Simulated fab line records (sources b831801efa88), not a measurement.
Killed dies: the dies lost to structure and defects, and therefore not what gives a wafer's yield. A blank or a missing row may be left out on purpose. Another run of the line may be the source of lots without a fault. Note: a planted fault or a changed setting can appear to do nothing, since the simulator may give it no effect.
fab line records	flow sfq-line
record: lots: 7	wafers: 21	last-day: 92
route steps=325 shown R5@216 I5@228 C5@240 M6@251
lots untouched by any fault: they come from a run of this same line in which no faults occurred
start-h: start of the lot's first displayed wafer, in hours after the record's first day	wait-h: hours from the lot's prior step to this one	" repeats the value in the row above	L1.1+2: several wafers, shown together as one row	- either no value or no given start	* or withheld: withheld	< > ~ a bound
route shown NAME@n: names a module that has steps shown in the file, with the first one's number in the route	usual: mean/standard deviation taken from wafers without a fault	same: alike in all rows	chamber/n: place in a boat	sites: the reading at each site	_std_site: their standard deviation	_edge_site: outer sites' mean less inner sites'	radius-mm: for every site, how far away it sits from the centre of the wafer	mask NAME#n: copy n	behind: the tool/chamber that last shaped the wafer	hold: why the lot went on hold/how many hours it stayed there/how the hold came to an end	device: transistor that didn't switch, given as n, p or np	end of line: tests run on the same wafers once the route is complete	for a step that has no rows: nothing shown but its recipe	killed: the dies lost at the first sort to structure and to defects; this is not the yield of the wafer	map: per-die view of a wafer (x killed, . not killed, _ where there is no die)
set.NAME: the setting that was run; set.NAME@STEP: the one run at that earlier step	model.NAME: the simulator's own value behind a step, which no gauge read
lots seen at some steps along the route; tables by step, rows by wafer
services: when a tool's chamber went out of use (start-h, in hours from the record's first day, below 0 if earlier), for how many hours, and the reason
== steps ==
step: SFQ_R5_THK_MEAS_934
recipe: thk-meas-gauge: xrf	reads: MoNx_of_TRILAYER_R5_DEP_SPUTTER_133
usual: R5_MONX_THK: 39.6/0.47
lot.wafer	tool	chamber	start-h	wait-h	R5_MONX_THK[nm]
L277.1	film-metro-01	-	1352.84	0.1	40.0
L277.5	"	-	"	"	39.8
L277.6	"	-	"	"	39.2
L279.1	film-metro-02	-	1361.06	0.1	39.3
L279.2	"	-	"	"	39.6
L279.4	"	-	"	"	38.7
L280.1	film-metro-02	-	1367.10	0.1	39.8
L280.2	"	-	"	"	39.7
L280.4	"	-	"	"	40.1
L281.4	film-metro-02	-	1370.21	0.1	39.4
L281.5	"	-	"	"	39.1
L281.6	"	-	"	"	38.9
L282.1	film-metro-01	-	1372.84	0.1	39.6
L282.2	"	-	"	"	39.7
L282.6	"	-	"	"	39.3
L284.1	film-metro-01	-	1404.55	0.1	39.1
L284.2	"	-	"	"	39.3
L284.5	"	-	"	"	38.6
L295.3	film-metro-01	-	1461.91	0.1	39.2
L295.4	"	-	"	"	39.0
L295.5	"	-	"	"	39.4
step: SFQ_TRILAYER_R5_LITHO_COAT_141
recipe: resist: BARC	spin-rpm: 3000	resist-thk-nm: 62
step: SFQ_TRILAYER_R5_LITHO_COAT_136
recipe: resist: KrF	spin-rpm: 3000	resist-thk-nm: 600
step: SFQ_TRILAYER_R5_LITHO_SOFTBAKE_140
recipe: temp-c: withheld	time-s: withheld	resist: KrF
step: SFQ_TRILAYER_R5_LITHO_EXPOSE_137
recipe: mask-id: R5	na: 0.6	source-shape: conventional	sigma-outer: 0.65	target-cd-nm: 500	dose-mj: 14.4
step: SFQ_TRILAYER_R5_LITHO_PEB_139
recipe: peb-temp-c: 115	peb-time-s: 60	resist: KrF
step: SFQ_TRILAYER_R5_LITHO_DEVELOP_138
recipe: time-s: 60	resist: KrF
step: SFQ_R5_OVL_MEAS_935
usual: R5_OVL: 3/4.6
lot.wafer	tool	chamber	start-h	wait-h	R5_OVL[nm]
L277.1	overlay-01	-	1488.52	0.1	1
L277.5	"	-	"	"	8
L277.6	"	-	"	"	0
L279.1	overlay-01	-	1495.72	0.1	4
L279.2	"	-	"	"	5
L279.4	"	-	"	"	8
L280.1	overlay-02	-	1499.32	0.1	1
L280.2	"	-	"	"	4
L280.4	"	-	"	"	10
L281.4	overlay-01	-	1504.14	0.1	3
L281.5	"	-	"	"	1
L281.6	"	-	"	"	3
L282.1	overlay-01	-	1505.32	0.1	1
L282.2	"	-	"	"	-4
L282.6	"	-	"	"	-6
L284.1	overlay-02	-	1535.32	0.1	11
L284.2	"	-	"	"	4
L284.5	"	-	"	"	10
L295.3	overlay-01	-	1583.76	0.1	-4
L295.4	"	-	"	"	7
L295.5	"	-	"	"	-3
step: SFQ_TRILAYER_R5_BARC_OPEN_METAL_ETCH_177
recipe: mask-material: PR	chemistry: O2	target-depth-nm: 125	target: BARC	icp-w: 600	bias-w: 80	pressure-mtorr: 10	time-s: 41.7
step: SFQ_TRILAYER_R5_ETCH_METAL_ETCH_139
recipe: stop-on: SiO2	mask-material: PR	chemistry: Cl2	target-depth-nm: 60	icp-w: 600	bias-w: 80	pressure-mtorr: 10	time-s: 40
step: SFQ_TRILAYER_R5_STRIP_STRIP_140
recipe: gas: O2	power-w: 200	platen-temp-c: 40	overash-fraction: 0.65	chemistry: O2	pressure-mtorr: 50
usual: chamber-pressure-mTorr: 49.99/0.048	drypump-motor-current-A: 5.36/0.23	oes-product-au: 0.999/0.013	platen-temp-c: 40.00/0.13
lot.wafer	tool	chamber	start-h	wait-h	chamber-pressure-mTorr	drypump-motor-current-A	oes-product-au	platen-temp-c	rf-hours-counter-h
L277.1	rie-metal-03	0	1488.80	0.1	49.94	5.22	0.993	40.07	39
L277.5	"	0	"	"	50.07	5.23	0.997	40.14	-
L277.6	"	0	"	"	49.99	5.23	0.992	40.10	-
L279.1	rie-metal-04	1	1495.88	0.0	50.05	5.34	0.985	39.98	26
L279.2	"	0	"	"	50.03	5.05	1.008	40.08	64
L279.4	"	0	"	"	50.01	5.05	0.999	40.01	-
L280.1	rie-metal-04	1	1499.48	0.0	49.97	5.30	0.981	40.05	27
L280.2	"	0	"	"	50.00	5.06	0.990	39.96	65
L280.4	"	0	"	"	49.98	5.10	0.992	40.12	-
L281.4	rie-metal-04	1	1504.48	0.2	50.00	5.31	0.986	39.84	-
L281.5	"	1	"	"	50.02	5.31	0.995	39.85	-
L281.6	"	0	"	"	50.04	5.04	1.014	40.02	-
L282.1	rie-metal-03	1	1505.48	0.0	49.95	5.53	1.007	40.22	1
L282.2	"	0	"	"	50.05	5.23	1.004	40.00	42
L282.6	"	1	"	"	50.04	5.51	1.009	40.24	-
L284.1	rie-metal-01	0	1535.48	0.0	49.96	5.81	0.988	40.01	84
L284.2	"	1	"	"	49.99	5.35	1.022	39.85	106
L284.5	"	0	"	"	49.97	5.83	0.979	39.96	-
L295.3	rie-metal-04	0	1584.10	0.2	49.93	5.05	1.019	39.76	-
L295.4	"	1	"	"	50.03	5.30	0.999	39.92	-
L295.5	"	0	"	"	49.87	5.08	1.014	39.83	-
step: SFQ_TRILAYER_R5_STRIP_SOLV_CLEAN_141
recipe: chemistry: NMP	temp-c: 70	time-s: 600
step: SFQ_TRILAYER_A5C_DEP_PECVD_142
recipe: material: SiO2	temp-c: 150	time-s: 15.556	pressure-torr: 2.4	rf-w: 183.3	precursor: SiH4/N2O	target-thk-nm: 70
usual: heater-power-w: 82/14	showerhead-vpp-V: 833/24	throttle-valve-pct: 26.1/1.2
lot.wafer	tool	chamber	start-h	wait-h	heater-power-w	showerhead-vpp-V	throttle-valve-pct
L277.1	pecvd-04	0	1490.19	0.0	100	818	24.5
L277.5	"	1	"	"	67	860	26.5
L277.6	"	2	"	"	73	837	25.6
L279.1	pecvd-01	1	1496.69	0.0	76	825	27.7
L279.2	"	0	"	"	83	837	26.0
L279.4	"	1	"	"	76	829	27.6
L280.1	pecvd-04	1	1500.25	0.0	70	848	26.5
L280.2	"	0	"	"	99	805	24.6
L280.4	"	1	"	"	69	840	26.2
L281.4	pecvd-01	2	1505.31	0.0	106	817	26.7
L281.5	"	0	"	"	79	840	26.0
L281.6	"	1	"	"	75	831	27.5
L281.4	pecvd-01	2	1505.50	0.2	106	828	26.9
L281.5	"	0	"	"	78	835	25.9
L281.6	"	1	"	"	74	831	27.5
L282.1	pecvd-04	0	1506.25	0.0	90	815	24.7
L282.2	"	1	"	"	61	834	26.5
L282.6	"	0	"	"	88	809	24.8
L282.1	pecvd-04	0	1506.45	0.2	87	799	24.5
L282.2	"	1	"	"	63	855	26.6
L282.6	"	0	"	"	88	810	24.6
L284.1	pecvd-01	1	1536.25	0.0	79	850	27.8
L284.2	"	0	"	"	87	826	26.2
L284.5	"	2	"	"	106	815	26.6
L284.1	pecvd-01	1	1536.45	0.2	80	826	27.6
L284.2	"	0	"	"	87	834	26.4
L284.5	"	2	"	"	106	825	26.6
L295.3	pecvd-01	0	1584.67	0.0	74	848	26.4
L295.4	"	2	"	"	96	823	26.7
L295.5	"	0	"	"	76	827	26.3
step: SFQ_TRILAYER_I5_LITHO_COAT_149
recipe: resist: BARC	spin-rpm: 3000	resist-thk-nm: 62
step: SFQ_TRILAYER_I5_LITHO_COAT_144
recipe: resist: KrF	spin-rpm: 3000	resist-thk-nm: 650
step: SFQ_TRILAYER_I5_LITHO_SOFTBAKE_148
recipe: temp-c: withheld	time-s: withheld	resist: KrF
step: SFQ_TRILAYER_I5_LITHO_EXPOSE_145
recipe: mask-id: I5	na: 0.6	source-shape: conventional	sigma-outer: 0.65	target-cd-nm: 700	dose-mj: 21.3
step: SFQ_TRILAYER_I5_LITHO_PEB_147
recipe: peb-temp-c: 115	peb-time-s: 60	resist: KrF
step: SFQ_TRILAYER_I5_LITHO_DEVELOP_146
recipe: time-s: 60	resist: KrF
step: SFQ_I5_OVL_MEAS_936
usual: I5_OVL: -3/5.9
lot.wafer	tool	chamber	start-h	wait-h	I5_OVL[nm]
L277.1	overlay-01	-	1611.14	0.1	4
L277.5	"	-	"	"	0
L277.6	"	-	"	"	0
L279.1	overlay-02	-	1618.34	0.1	-12
L279.2	"	-	"	"	-12
L279.4	"	-	"	"	-12
L280.1	overlay-01	-	1619.54	0.1	-10
L280.2	"	-	"	"	1
L280.4	"	-	"	"	-4
L281.4	overlay-01	-	1624.35	0.1	-7
L281.5	"	-	"	"	-7
L281.6	"	-	"	"	-4
L282.1	overlay-01	-	1625.54	0.1	1
L282.2	"	-	"	"	3
L282.6	"	-	"	"	4
L284.1	overlay-01	-	1645.94	0.1	-8
L284.2	"	-	"	"	-11
L284.5	"	-	"	"	-4
L295.3	overlay-02	-	1702.77	0.1	-3
L295.4	"	-	"	"	-2
L295.5	"	-	"	"	-3
step: SFQ_TRILAYER_I5_BARC_OPEN_VIA_ETCH_200
recipe: mask-material: PR	chemistry: O2	target-depth-nm: 125	target: BARC	source-w: 500	bias-w: 80	pressure-mtorr: 30	time-s: 41.7
usual: bias-w: 79.99/0.24	chamber-pressure-mTorr: 30.001/0.029	drypump-motor-current-A: 6.0/0.54	oes-product-au: 0.686/0.0048
lot.wafer	tool	chamber	start-h	wait-h	bias-w	chamber-pressure-mTorr	drypump-motor-current-A	oes-product-au	rf-hours-counter-h
L277.1	rie-diel-03	2	1611.17	0.0	79.65	29.974	5.8	0.689	6
L277.5	"	2	"	"	79.93	29.987	5.8	0.683	-
L277.6	"	0	"	"	79.73	30.003	6.4	0.676	-
L279.1	rie-diel-04	2	1618.37	0.0	79.77	30.001	6.3	0.690	5
L279.2	"	3	"	"	79.72	29.989	5.7	0.687	12
L279.4	"	1	"	"	79.84	30.043	6.4	0.691	19
L280.1	rie-diel-01	1	1619.57	0.0	80.20	29.986	6.7	0.686	5
L280.2	"	2	"	"	80.05	29.975	5.0	0.689	11
L280.4	"	1	"	"	79.96	29.994	6.7	0.684	-
L281.4	rie-diel-03	3	1624.37	0.0	80.01	30.015	6.7	0.672	11
L281.5	"	1	"	"	79.59	29.989	5.7	0.687	-
L281.6	"	2	"	"	79.75	30.015	5.8	0.690	-
L282.1	rie-diel-04	0	1625.57	0.0	79.96	29.976	5.2	0.696	6
L282.2	"	3	"	"	80.18	29.999	5.8	0.689	12
L282.6	"	3	"	"	80.15	29.980	5.7	0.682	-
L284.1	rie-diel-04	3	1645.97	0.0	80.02	29.980	5.7	0.679	13
L284.2	"	0	"	"	79.94	29.977	5.2	0.682	7
L284.5	"	1	"	"	79.96	29.993	6.4	0.682	-
L295.3	rie-diel-01	2	1702.80	0.0	79.98	30.018	5.0	0.682	13
L295.4	"	3	"	"	80.11	29.938	6.4	0.674	1
L295.5	"	2	"	"	80.14	30.026	5.0	0.691	-
step: SFQ_TRILAYER_I5_ETCH_VIA_ETCH_147
recipe: stop-on: Nb	mask-material: PR	chemistry: CHF3	target-depth-nm: 360	source-w: 500	bias-w: 80	pressure-mtorr: 30	time-s: withheld
usual: bias-w: 80.03/0.23	chamber-pressure-mTorr: 30.000/0.029	drypump-motor-current-A: 6.0/0.54	oes-product-au: 0.989/0.0063
lot.wafer	tool	chamber	start-h	wait-h	bias-w	chamber-pressure-mTorr	drypump-motor-current-A	oes-product-au
L277.1	rie-diel-03	2	1611.23	0.0	80.38	30.032	5.8	0.998
L277.5	"	2	"	"	79.96	29.983	5.8	0.987
L277.6	"	0	"	"	79.84	29.984	6.4	0.993
L279.1	rie-diel-04	2	1618.41	0.0	80.04	29.993	6.2	0.982
L279.2	"	3	"	"	79.66	30.047	5.7	0.993
L279.4	"	1	"	"	79.85	30.032	6.4	0.982
L280.1	rie-diel-01	1	1619.61	0.0	80.36	30.036	6.7	0.982
L280.2	"	2	"	"	79.92	30.000	4.9	0.987
L280.4	"	1	"	"	80.35	30.028	6.7	0.982
L281.4	rie-diel-03	3	1624.41	0.0	80.49	30.012	6.7	0.990
L281.5	"	1	"	"	80.03	29.984	5.7	0.980
L281.6	"	2	"	"	79.76	29.996	5.8	0.992
L282.1	rie-diel-04	0	1625.61	0.0	79.48	30.006	5.2	0.990
L282.2	"	3	"	"	80.26	29.981	5.8	0.984
L282.6	"	3	"	"	79.85	29.983	5.8	0.989
L284.1	rie-diel-04	3	1646.01	0.0	80.16	30.004	5.7	0.984
L284.2	"	0	"	"	80.31	29.999	5.1	0.978
L284.5	"	1	"	"	80.03	30.022	6.4	0.985
L295.3	rie-diel-01	2	1702.84	0.0	79.92	30.020	5.0	0.995
L295.4	"	3	"	"	79.93	30.002	6.5	0.982
L295.5	"	2	"	"	80.19	29.941	5.0	0.996
step: SFQ_TRILAYER_I5_STRIP_STRIP_148
recipe: gas: O2	power-w: 200	platen-temp-c: 40	overash-fraction: 0.65	chemistry: O2	pressure-mtorr: 50
step: SFQ_TRILAYER_I5_STRIP_SOLV_CLEAN_149
recipe: chemistry: NMP	temp-c: 70	time-s: 600
step: SFQ_TRILAYER_C5_LITHO_COAT_156
recipe: resist: BARC	spin-rpm: 3000	resist-thk-nm: 62
step: SFQ_TRILAYER_C5_LITHO_COAT_151
recipe: resist: KrF	spin-rpm: 3000	resist-thk-nm: 650
step: SFQ_TRILAYER_C5_LITHO_SOFTBAKE_155
recipe: temp-c: withheld	time-s: withheld	resist: KrF
step: SFQ_TRILAYER_C5_LITHO_EXPOSE_152
recipe: mask-id: C5	na: 0.6	source-shape: conventional	sigma-outer: 0.65	target-cd-nm: 500	dose-mj: 21.3
step: SFQ_TRILAYER_C5_LITHO_PEB_154
recipe: peb-temp-c: 115	peb-time-s: 60	resist: KrF
step: SFQ_TRILAYER_C5_LITHO_DEVELOP_153
recipe: time-s: 60	resist: KrF
step: SFQ_C5_OVL_MEAS_937
usual: C5_OVL: -1/5.8
lot.wafer	tool	chamber	start-h	wait-h	C5_OVL[nm]
L277.1	overlay-02	-	1731.56	0.1	2
L277.5	"	-	"	"	8
L277.6	"	-	"	"	5
L279.1	overlay-01	-	1737.56	0.1	7
L279.2	"	-	"	"	9
L279.4	"	-	"	"	0
L280.1	overlay-01	-	1738.76	0.1	-7
L280.2	"	-	"	"	-1
L280.4	"	-	"	"	-11
L281.4	overlay-02	-	1739.98	0.1	-4
L281.5	"	-	"	"	0
L281.6	"	-	"	"	-8
L282.1	overlay-01	-	1741.16	0.1	-7
L282.2	"	-	"	"	0
L282.6	"	-	"	"	-6
L284.1	overlay-01	-	1754.36	0.1	-7
L284.2	"	-	"	"	0
L284.5	"	-	"	"	-1
L295.3	overlay-02	-	1816.90	0.1	5
L295.4	"	-	"	"	-2
L295.5	"	-	"	"	7
step: SFQ_TRILAYER_C5_BARC_OPEN_VIA_ETCH_210
recipe: mask-material: PR	chemistry: O2	target-depth-nm: 125	target: BARC	source-w: 500	bias-w: 80	pressure-mtorr: 30	time-s: 41.7
usual: bias-w: 80.02/0.25	chamber-pressure-mTorr: 30.003/0.024	drypump-motor-current-A: 6.0/0.56	oes-product-au: 0.686/0.0047
lot.wafer	tool	chamber	start-h	wait-h	bias-w	chamber-pressure-mTorr	drypump-motor-current-A	oes-product-au	rf-hours-counter-h
L277.1	rie-diel-01	0	1731.60	0.0	79.93	30.007	6.0	0.687	13
L277.5	"	0	"	"	80.05	30.002	6.0	0.694	-
L277.6	"	3	"	"	80.04	30.012	6.4	0.685	-
L279.1	rie-diel-01	0	1737.60	0.0	79.73	29.993	6.0	0.687	13
L279.2	"	2	"	"	80.32	30.038	5.0	0.677	13
L279.4	"	3	"	"	80.00	29.980	6.4	0.685	2
L280.1	rie-diel-03	1	1738.80	0.0	80.08	30.006	5.7	0.687	5
L280.2	"	3	"	"	80.17	29.976	6.7	0.695	13
L280.4	"	0	"	"	80.64	29.997	6.4	0.684	11
L281.4	rie-diel-02	3	1740.02	0.0	80.08	30.047	5.6	0.688	-
L281.5	"	1	"	"	80.11	29.989	5.8	0.691	-
L281.6	"	2	"	"	80.03	29.967	6.8	0.688	-
L282.1	rie-diel-01	1	1741.20	0.0	79.91	30.016	6.7	0.682	8
L282.2	"	3	"	"	80.15	30.023	6.4	0.677	2
L282.6	"	3	"	"	80.10	29.992	6.4	0.681	-
L284.1	rie-diel-03	1	1754.40	0.0	79.88	29.989	5.7	0.694	6
L284.2	"	2	"	"	79.87	30.015	5.8	0.686	8
L284.5	"	1	"	"	79.90	30.016	5.7	0.685	-
L295.3	rie-diel-01	2	1816.92	0.0	79.82	30.024	5.0	0.685	15
L295.4	"	0	"	"	79.93	29.979	6.0	0.682	-
L295.5	"	3	"	"	80.05	30.021	6.4	0.681	-
step: SFQ_TRILAYER_C5_ETCH_VIA_ETCH_154
recipe: target: SiO2	mask-material: PR	chemistry: CHF3	target-depth-nm: 84	source-w: 500	bias-w: 80	pressure-mtorr: 30	time-s: withheld	stop-on: Nb
usual: bias-w: 80.02/0.24	chamber-pressure-mTorr: 30.003/0.028	drypump-motor-current-A: 6.0/0.57	oes-product-au: 0.895/0.0086
lot.wafer	tool	chamber	start-h	wait-h	bias-w	chamber-pressure-mTorr	drypump-motor-current-A	oes-product-au	model.etch.depth-nm	model.C5.feature-depth-nm
L277.1	rie-diel-01	0	1731.64	0.0	79.52	30.013	6.0	0.894	70.38	70.38
L277.5	"	0	"	"	79.78	30.003	6.0	0.900	71.72	71.72
L277.6	"	3	"	"	80.05	29.988	6.4	0.887	70.53	70.53
L279.1	rie-diel-01	0	1737.64	0.0	79.87	30.001	6.0	0.885	69.56	69.56
L279.2	"	2	"	"	80.20	30.060	4.9	0.891	69.39	69.39
L279.4	"	3	"	"	79.84	30.013	6.4	0.899	70.6	70.6
L280.1	rie-diel-03	1	1738.84	0.0	79.88	29.985	5.7	0.884	69.52	69.52
L280.2	"	3	"	"	80.07	30.046	6.7	0.909	70.62	70.62
L280.4	"	0	"	"	79.93	29.995	6.3	0.900	70.54	70.54
L281.4	rie-diel-02	3	1740.06	0.0	80.26	29.971	5.6	0.991	83.23	83.23
L281.5	"	1	"	"	79.35	30.038	5.8	0.998	83.33	83.33
L281.6	"	2	"	"	79.79	30.014	6.7	0.999	83.84	83.84
L282.1	rie-diel-01	1	1741.24	0.0	80.07	30.034	6.7	0.981	82.58	82.58
L282.2	"	3	"	"	79.52	30.014	6.4	0.989	83.38	83.38
L282.6	"	3	"	"	79.67	29.999	6.4	0.995	83.03	83.03
L284.1	rie-diel-03	1	1754.44	0.0	80.20	30.038	5.7	0.982	81.92	81.92
L284.2	"	2	"	"	79.84	30.008	5.8	0.993	83.34	83.34
L284.5	"	1	"	"	79.97	30.033	5.7	0.986	82.16	82.16
L295.3	rie-diel-01	2	1816.96	0.0	80.04	30.003	4.9	0.879	68.65	68.65
L295.4	"	0	"	"	79.85	29.975	6.0	0.888	68.92	68.92
L295.5	"	3	"	"	80.37	30.025	6.4	0.888	69.64	69.64
step: SFQ_TRILAYER_C5_STRIP_STRIP_155
recipe: gas: O2	power-w: 200	platen-temp-c: 40	overash-fraction: 0.65	chemistry: O2	pressure-mtorr: 50
step: SFQ_TRILAYER_C5_STRIP_SOLV_CLEAN_156
recipe: chemistry: NMP	temp-c: 70	time-s: 600
step: SFQ_TRILAYER_M6_DEP_PRE_CLEAN_158
recipe: gas: Ar	time-s: 22.5	bias-v: 250
usual: bias-v: 250.4/2.7
lot.wafer	tool	chamber	start-h	wait-h	bias-v	model.SiO2_of_TRILAYER_A5C_DEP_PECVD_142.thk-nm
L277.1	pvd-sputter-06	-	1732.46	0.0	247.9	62.88
L277.5	"	-	"	"	248.2	64.22
L277.6	"	-	"	"	247.3	63.03
L279.1	pvd-sputter-06	-	1738.46	0.0	249.1	62.06
L279.2	"	-	"	"	246.3	61.89
L279.4	"	-	"	"	248.8	63.1
L280.1	pvd-sputter-05	-	1739.66	0.0	252.0	62.03
L280.2	"	-	"	"	247.1	63.12
L280.4	"	-	"	"	253.1	63.04
L281.4	pvd-sputter-03	-	1740.86	0.0	252.4	134.5
L281.5	"	-	"	"	252.3	133.5
L281.6	"	-	"	"	254.8	134.3
L282.1	pvd-sputter-06	-	1742.07	0.0	251.0	131.6
L282.2	"	-	"	"	250.7	130.7
L282.6	"	-	"	"	250.6	134.3
L284.1	pvd-sputter-03	-	1755.26	0.0	255.5	132
L284.2	"	-	"	"	250.5	130.7
L284.5	"	-	"	"	248.9	133.7
L295.3	pvd-sputter-06	-	1818.38	0.0	253.2	61.15
L295.4	"	-	"	"	245.2	61.42
L295.5	"	-	"	"	251.3	62.14
step: SFQ_TRILAYER_M6_DEP_SPUTTER_157
recipe: material: Nb	base-pressure-pa: 1.33e-06	chamber-pressure-pa: 0.1333	substrate-temp-c: 20	target-thk-nm: 200	power-w: 2000	time-s: 133.3
usual: throttle-valve-pct: 29.8/0.72
lot.wafer	tool	chamber	start-h	wait-h	throttle-valve-pct
L277.1	pvd-sputter-06	-	1732.49	0.0	30.3
L277.5	"	-	"	"	29.0
L277.6	"	-	"	"	30.4
L279.1	pvd-sputter-06	-	1738.49	0.0	30.3
L279.2	"	-	"	"	30.3
L279.4	"	-	"	"	30.2
L280.1	pvd-sputter-05	-	1739.69	0.0	29.0
L280.2	"	-	"	"	29.4
L280.4	"	-	"	"	29.4
L281.4	pvd-sputter-03	-	1740.89	0.0	31.2
L281.5	"	-	"	"	29.2
L281.6	"	-	"	"	30.8
L282.1	pvd-sputter-06	-	1742.10	0.0	30.1
L282.2	"	-	"	"	28.8
L282.6	"	-	"	"	28.8
L284.1	pvd-sputter-03	-	1755.29	0.0	29.4
L284.2	"	-	"	"	30.6
L284.5	"	-	"	"	30.8
L295.3	pvd-sputter-06	-	1818.41	0.0	30.1
L295.4	"	-	"	"	30.5
L295.5	"	-	"	"	30.4
== services ==
tool	chamber	start-h	hours	kind
rie-diel-01	1	1471.99	6.7	repair
rie-diel-03	1	1488.05	18.2	repair
rie-diel-01	1	1529.06	18.8	repair
rie-diel-04	0	1543.25	8.9	repair
rie-diel-01	0	1545.49	31.5	repair
rie-diel-03	3	1551.08	11.8	repair
rie-diel-04	-	1591.77	1.0	repair
rie-diel-03	3	1594.98	17.7	repair
rie-diel-01	3	1606.08	6.4	repair
rie-diel-03	1	1610.84	3.3	repair
rie-diel-01	2	1621.42	12.0	repair
pvd-sputter-06	-	1656.05	2.3	repair
rie-diel-03	-	1673.80	15.6	pm
rie-diel-03	-	1689.40	2.8	pm
pecvd-01	-	1694.82	14.6	pm
rie-diel-04	-	1733.17	2.8	pm
rie-diel-01	-	1744.80	0.4	repair
pvd-sputter-06	-	1746.27	0.9	repair
rie-diel-04	0	1747.94	2.9	repair
rie-diel-04	-	1751.35	1.8	repair
rie-diel-04	3	1756.09	3.2	repair
rie-diel-01	1	1804.24	10.8	repair
rie-diel-03	-	1813.32	0.5	repair
rie-diel-01	1	1816.80	9.6	repair
== key ==
first-sign: step: SFQ_TRILAYER_A5C_DEP_PECVD_142	reading: visit	direction: added
effect: step: SFQ_TRILAYER_C5_ETCH_VIA_ETCH_154	reading: oes-product-au	direction: up	sigmas: 11	usual: 0.895	struck: 0.990
model-effect: step: SFQ_TRILAYER_C5_ETCH_VIA_ETCH_154	value: etch.depth-nm	without: 70.18	struck: 82.98
model-effect: step: SFQ_TRILAYER_M6_DEP_PRE_CLEAN_158	value: SiO2_of_TRILAYER_A5C_DEP_PECVD_142.thk-nm	without: 62.68	struck: 132.8
met-at SFQ_TRILAYER_A5C_DEP_PECVD_142
struck-wafers L281.4,L281.5,L281.6,L282.1,L282.2,L282.6,L284.1,L284.2,L284.5
fault: kind: repeated-step-whole	tool: pecvd-01,pecvd-02,pecvd-04	chamber: -	onset-h: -	steps: SFQ_TRILAYER_A5C_DEP_PECVD_142	times: 1	scope: struck-lots-only
